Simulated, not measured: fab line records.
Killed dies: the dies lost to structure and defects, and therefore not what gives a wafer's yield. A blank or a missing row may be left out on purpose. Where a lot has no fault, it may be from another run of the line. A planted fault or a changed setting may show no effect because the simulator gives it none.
Which of the tools did it? -- flow gf180mcu -- Sampling: 7 lots, 21 wafers, 2 of 602 route steps

== WHAT THE GAUGES SHOWED, per wafer ==
GF_POLY_GATE_THK_MEAS_01.
lot,measured,on,POLY_GATE_CVD_00_THK (nm)
L896,day 8 21:30,film-metro-03,201.9 201.1 200.6
L898,day 9 19:12,film-metro-03,198.8 200.8 199.4
L900,day 10 00:43,film-metro-04,195.7 196.3 195.2
L903,day 11 03:06,film-metro-04,204.3 202.0 202.2
L907,day 12 04:34,film-metro-04,314.0 316.3 314.5
L909,day 12 13:23,film-metro-04,197.1 197.3 198.3
L918,day 15 16:09,film-metro-04,200.9 200.7 201.9

== TOOL THAT RAN EACH LOT (tool first, then ch and the chambers of the sampled wafers, then the start) ==
lot,GF_POLY_GATE_CVD_00
L896,"lpcvd-02 ch 0, day 8 20:10"
L898,"lpcvd-01 ch 1, day 9 17:52"
L900,"lpcvd-01 ch 1, day 9 22:41"
L903,"lpcvd-02 ch 0, day 11 01:46"
L907,"lpcvd-02 ch 0, day 12 02:34"
L909,"lpcvd-01 ch 0, day 12 12:01"
L918,"lpcvd-01 ch 1, day 15 14:49"
- GF_POLY_GATE_CVD_00: deposits poly-Si, target thk 200 nm, time 1200 s.

== THE ANSWER, worked out from the rows above alone ==
Rule: what is usual is taken from the lots themselves. The widest of any qualifying gaps counts: lots, ordered by their means at a reading, are off when they make up no more than a third of the lots, leave a main group of 4 or more, and stand apart from it by 3 or more times the standard deviation of that group's means. The tables above print the reading to a certain number of digits; a main group whose means all agree to those digits is not used. A lot without any number at a reading at which 4 lots or more have one is off too. The other lots that the step has rows for count as sound.
Off: L907, seen at GF_POLY_GATE_THK_MEAS_01 (POLY_GATE_CVD_00_THK). Main group: mean 199.7 nm, sd 2.4.
A tool fits if, at a process step before that reading, it ran every lot that is off, and no sound lot after the first of them. Those tools and the gauges at GF_POLY_GATE_THK_MEAS_01 are tried in the same way. One candidate fits, namely lpcvd-02 at GF_POLY_GATE_CVD_00. A fault onset in the window from L903 (day 11 01:46, its last sound lot) to L907 (day 12 02:34, its first lot off) fits.

== WHAT THE SIMULATOR HAD PUT IN ==
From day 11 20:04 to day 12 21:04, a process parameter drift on lpcvd-02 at GF_POLY_GATE_CVD_00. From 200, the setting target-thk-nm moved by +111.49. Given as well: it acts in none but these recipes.
Shown lots that were struck: L907. The rule given above showed the same thing.
